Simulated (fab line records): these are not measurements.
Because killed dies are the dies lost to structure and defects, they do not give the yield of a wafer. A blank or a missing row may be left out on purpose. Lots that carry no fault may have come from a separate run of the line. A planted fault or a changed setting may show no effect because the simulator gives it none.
Comparing a struck lot with a sound one || flow gf180mcu || 14 out of 602 route steps
Sound: the wafers L800.2, L800.3, L800.4. Struck: wafers L806.3, L806.6. (L806.1 of the same lot was not struck and is left out.) The cause comes at the end.
Order at every step that has rows: each side's tool, ch and its chambers, its first start. Under that, the readings that differ: sound wafers || struck wafers || difference of the means || sigmas: that difference in standard deviations of wafers without a fault.
alike: same words and numbers on both sides, and readings whose means sit less than 2 such deviations apart. not compared: any withheld reading, any reading some wafer has no value for, any bound like >300 that may hide the same value, and any number with overlapping values for which the record gives no deviation.
The two part at a step that has a row with sigmas, a row that says differs or no value, or rows on one side only. Numbers that have no deviation but don't overlap get no sigmas and don't part them. A reading missing from all wafers of one side parts the sides only when that side holds two or more wafers.

GF_V3_CD_MEAS_14 targets a cd of 260 nm.
  sound: cd sem-01 at day 22 15:44; struck: cd sem-02 at day 24 14:21
  alike: cd nm
GF_V3_OVL_MEAS_15:
  sound: overlay-02 at day 22 15:50; struck: overlay-02 at day 24 14:28
  alike: V3_OVL
GF_V3_ETCH_16: etches BARC in N2/H2.
  sound on rie diel-04 ch 0,1,2, day 22 15:52; struck on rie diel-04 ch 1,3, day 24 14:31
  alike: chamber pressure mTorr, drypump motor current A, oes product au, throttle valve pct
GF_V3_ETCH_17: etches SiO2 in C4F8/O2/Ar, stops on TiN, target depth 635 nm.
  sound: rie diel-04 ch 0,1,2; struck: rie diel-04 ch 1,3
{"reading": "oes product au (a.u.)", "sound": "0.851 0.848 0.851", "struck": "0.863 0.857", "difference": "+0.010", "sigmas": "+2"}
  alike: chamber pressure mTorr
GF_V3_STRIP_18: strips in O2/N2.
  sound on plasma asher-03 ch 0,1, day 22 16:00; struck on plasma asher-03 ch 0,1, day 24 14:38
  alike: chamber pressure mTorr, drypump motor current A, heater power w, oes product au
  not compared: rf hours counter h
then, 2 steps without rows for these wafers: GF_V3_STRIP_19 (strips in post etch residue remover, time 1200 s); GF_V3_CLEAN_20 (cleans in DIW).
GF_V3_SPUTTER_21: material Ti, target thk 15 nm, time 80.02 s.
  sound: pvd sputter-01 at day 22 16:32; struck: pvd sputter-04 at day 24 15:10
  alike: throttle valve pct
GF_V3_SPUTTER_22: material TiN, target thk 10 nm, time 40 s.
  sound: pvd sputter-01 at day 22 16:36; struck: pvd sputter-04 at day 24 15:14
  alike: throttle valve pct
then, 1 step without rows for these wafers: GF_V3_CVD_23 (deposits W, target thk 350 nm, time 104.9 s).
GF_V3_RS_MEAS_24: a four-point-probe measurement.
  sound: film metro-01 at day 22 16:46; struck: film metro-03 at day 24 15:23
  alike: V3_W_RS
GF_V3_THK_MEAS_25: measures by xrf.
  sound: film metro-01 at day 22 16:53; struck: film metro-03 at day 24 15:30
  alike: V3_W_THK
GF_V3_CMP_26: polishes, stops on SiO2, t overpolish 15 s, target thk 0 nm.
  sound on cmp-01 ch 0,1,3, day 22 16:59; struck on cmp-01 ch 2, day 24 15:34
{"reading": "overpolish run s (s)", "sound": "15.008 15.000 15.002", "struck": "0.039 0.048", "difference": -14.960, "sigmas": "-99 or more"}
{"reading": "time to endpoint s (s)", "sound": "91 82 85", "struck": "129 130", "difference": "+44", "sigmas": "+9"}
  alike: motor current A, slurry flow ml min
then, 1 step without rows for these wafers: GF_M4_SPUTTER_00 (material Ti, target thk 37.5 nm, time 150 s).

## WHERE THEY PART
At GF_V3_ETCH_17 first; at GF_V3_CMP_26 last (within this record only).

WHY: what the simulator had put in
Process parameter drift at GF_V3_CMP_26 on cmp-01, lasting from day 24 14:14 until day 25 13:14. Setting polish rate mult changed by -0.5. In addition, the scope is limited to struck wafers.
